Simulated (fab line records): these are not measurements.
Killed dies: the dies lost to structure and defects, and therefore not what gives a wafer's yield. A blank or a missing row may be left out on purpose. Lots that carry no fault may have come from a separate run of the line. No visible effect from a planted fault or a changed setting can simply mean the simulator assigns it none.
Comparing a struck lot with a sound one | flow sky130 | 23 steps out of a route of 708
Sound: these wafers, L976.1, L976.2, L976.5. Wafers struck: L984.1, L984.3, L984.4. The cause comes at the end.
Each step with rows lists, per side, the tool, then ch with its chambers, then its first start. Under that, the readings that differ: sound wafers | struck wafers | difference of the means | sigmas: that difference in standard deviations of wafers without a fault.
alike: readings whose means differ by less than 2 such deviations, and words and numbers that are the same on both sides. not compared: withheld readings, readings that some wafer has no value for, bounds like >300 that may hide the same value, and numbers for which the record gives no deviation and whose values overlap.
A row with sigmas, a row that says differs or no value, or rows on one side alone: a step with any of these is where the two part. Numbers that don't overlap but have no deviation are shown without sigmas and don't part them. Lack of a reading on every wafer of one side parts them only where that side has two or more wafers.

first, 8 steps without rows for these wafers: SKY_LDD_N_IMPLANT_08; SKY_LDD_N_IMPLANT_09; SKY_LDD_N_IMPLANT_10; SKY_LDD_N_IMPLANT_11; SKY_LDD_N_IMPLANT_12; SKY_LDD_N_IMPLANT_13; SKY_LDD_N_IMPLANT_14; SKY_LDD_N_IMPLANT_15.
SKY_LDD_N_STRIP_16: strips in O2/N2.
  sound on plasma-asher-04 ch 0,1, day 20 16:01; struck on plasma-asher-03 ch 0,1, day 23 15:22
  alike: drypump-motor-current-A, n2-flow-sccm, oes-product-au, strip-time-to-endpoint-s
  not compared: rf-hours-counter-h
SKY_LDD_N_TW_MEAS_17:
  sound on film-metro-03 at day 20 16:07; struck on film-metro-03 at day 23 15:28
  alike: LDD_N_TW
then, 2 steps without rows for these wafers: SKY_LDD_P_DEHYDRATE_00 (time 60 s); SKY_LDD_P_HMDS_01 (prime time 60 s).
SKY_LDD_P_COAT_02: resist thk 1140 nm.
  sound on litho-track-02 ch 0, day 21 08:17; struck on litho-track-02 ch 0, day 24 06:53
  reading                                    | sound                | struck               | difference | sigmas
  spin-speed-rpm (rpm)                       | 3000.3 2998.4 2998.7 | 3299.1 3296.5 3300.2 | +299.5     | +99 or more
  model.NOVOLAK_of_LDD_P_COAT_02.thk-nm (nm) | 1141 1144 1143       | 1089 1090 1087       | -54        |
  alike: exhaust-pa
then, 3 steps without rows for these wafers: SKY_LDD_P_SOFTBAKE_03 (time 60 s); SKY_LDD_P_EXPOSE_04 (exposes mask PSDM, target cd 380 nm); SKY_LDD_P_PEB_05.
SKY_LDD_P_DEVELOP_06: develop time 60 s.
  sound on litho-track-03 ch 0, day 21 23:57; struck on litho-track-03 ch 0, day 24 22:09
  reading                                    | sound          | struck         | difference | sigmas
  model.NOVOLAK_of_LDD_P_COAT_02.thk-nm (nm) | 1140 1144 1143 | 1089 1090 1087 | -54        |
  alike: exhaust-pa
SKY_LDD_P_CD_MEAS_07: the cd target is 380 nm.
  sound on cd-sem-02 at day 22 00:06; struck on cd-sem-01 at day 24 22:18
  reading    | sound             | struck            | difference | sigmas
  cd-nm (nm) | 380.6 380.2 377.3 | 384.5 386.1 386.0 | +6.2       | +2
SKY_LDD_P_OVL_MEAS_08:
  sound on overlay-02 at day 22 00:13; struck on overlay-02 at day 24 22:25
  alike: LDD_P_OVL
following that, these wafers have no rows for 1 step: SKY_LDD_P_IMPLANT_09.
SKY_LDD_P_STRIP_10: strips in O2/N2.
  sound on plasma-asher-01 ch 0,1, day 22 00:25; struck on plasma-asher-03 ch 0,1, day 24 22:37
  reading                      | sound             | struck            | difference | sigmas
  strip-time-to-endpoint-s (s) | 14.18 14.23 14.21 | 13.58 13.59 13.55 | -0.63      | -16
  alike: drypump-motor-current-A, n2-flow-sccm, oes-product-au
  not compared: rf-hours-counter-h
SKY_LDD_P_TW_MEAS_11:
  sound on film-metro-01 at day 22 00:31; struck on film-metro-01 at day 24 22:43
  alike: LDD_P_TW
following that, these wafers have no rows for 1 step: SKY_PAD_OPEN_PROBE_99.

WHERE THEY PART
At SKY_LDD_P_COAT_02 first; at SKY_LDD_P_STRIP_10 last (within this record only). Later steps at which nothing parts them and some readings are alike: SKY_LDD_P_TW_MEAS_11.

WHY: whatever the simulator had introduced
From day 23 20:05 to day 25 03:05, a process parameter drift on litho-track-02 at SKY_LDD_P_COAT_02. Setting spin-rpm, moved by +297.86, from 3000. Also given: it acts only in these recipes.
